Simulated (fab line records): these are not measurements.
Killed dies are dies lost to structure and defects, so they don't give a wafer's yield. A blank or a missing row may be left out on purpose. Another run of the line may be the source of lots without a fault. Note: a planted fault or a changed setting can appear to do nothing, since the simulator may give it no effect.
8D (eight disciplines) problem report, filled in by code -- flow gf180mcu -- the parts of the form that need people (team, actions taken, sign-off) are left out

== 1. PROBLEM STATEMENT ==
Wafers free of any fault read 1169 ohm/sq (standard deviation 3.5) for MVPSD_RS at GF_VT_IMPLANT_RS_MEAS_49, against a mean of 1145 ohm/sq on 6 wafers of 2 lots. Measured from the usual mean, that is -6.9 standard deviations.
The step: measures by four-point-probe.
First observed at day 11 15:42: wafer L417.2, on film_metro-03. At this step, 39 wafers from 13 lots have a number in the record. Rule for "out", or "out of limits": more than 4 standard deviations from the usual mean. Any other wafer with a number is counted as sound.

== 2. WHAT THIS IS AND IS NOT ==
question,is,is not
which readings at this step,MVPSD_RS,-
which lots,"L417, L418","L402, L403, L405, L406, L408, L419, L420, L421, L422, L423, L425"
which wafers of those lots,all that have a number,-
read on which gauges,"film_metro-03, film_metro-04",film_metro-02
when,from day 11 15:42,"up to then (15 sound wafers); but 18 sound wafers of L419, L420, L421, L422, L423, L425 came after"

== 3. WHAT RULES OUT EACH SUSPECT ==
Counting: a tool at any process step up to the reading remains a suspect when it ran all the lots that are out and ran no sound lot after the first of those.
- ruled out: the gauge at GF_VT_IMPLANT_RS_MEAS_49. Those wafers that are out were read across 2 gauges (film_metro-03, film_metro-04).
- plasma_asher-02 at GF_STI_STRIP_15 (strips in O2/N2): ruled out as a lasting fault. Sound lots L419, L421 ran on it after its first lot that is out, L417 (day 5 08:54).
- implanter-03 at GF_MVPSD_IMPLANT_08: kept. It ran every lot that is out, first L417 (day 8 17:07), and no sound lot after that; its last sound lot up to then is L408 (day 6 09:43). Its own readings are out on those wafers: beam_energy_keV.
After counting, what remains is implanter-03 at GF_MVPSD_IMPLANT_08.

== 4. THE CAUSE (what the simulator had put in) ==
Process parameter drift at GF_MVPSD_IMPLANT_08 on implanter-03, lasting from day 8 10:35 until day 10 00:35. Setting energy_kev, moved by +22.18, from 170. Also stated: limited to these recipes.
This tool alone remained once counting was done.

== 5. SEQUENCE OF EFFECTS, ordered by route ==
One row per reading whose mean, taken over the struck wafers that have a number, lies over 3 standard deviations from the usual. Only readings whose record carries a usual standard deviation are examined. hours: median over the lots of the time between each lot's start at the first step of this table that gives one and its start at this step. sigmas: the change, counted in usual standard deviations.
hours,step,reading,usual,on struck wafers,change,sigmas
0,GF_MVPSD_IMPLANT_08,beam_energy_keV,170.00,192.17,+22.17,+99 or more
72,GF_VT_IMPLANT_RS_MEAS_49,MVPSD_RS,1169 ohm/sq,1145,-24,-6.9
It contains these process steps:
- GF_MVPSD_IMPLANT_08

== 6. HOW IT WOULD HAVE BEEN CAUGHT EARLIER ==
77 hours passed between the start of the fault at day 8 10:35 and the first reading out of limits at a measuring or inspecting step in this record, taken at day 11 15:42.
At GF_MVPSD_IMPLANT_08, the tool's own readings (beam_energy_keV) were out on each struck wafer the step has a row for, so an alarm limit on them would have fired on the first such wafer.
The start of GF_MVPSD_IMPLANT_08 on implanter-03 came by day 11 15:42 for every one of the lots that are out (2). A hold on the tool at that time would have spared none of them.
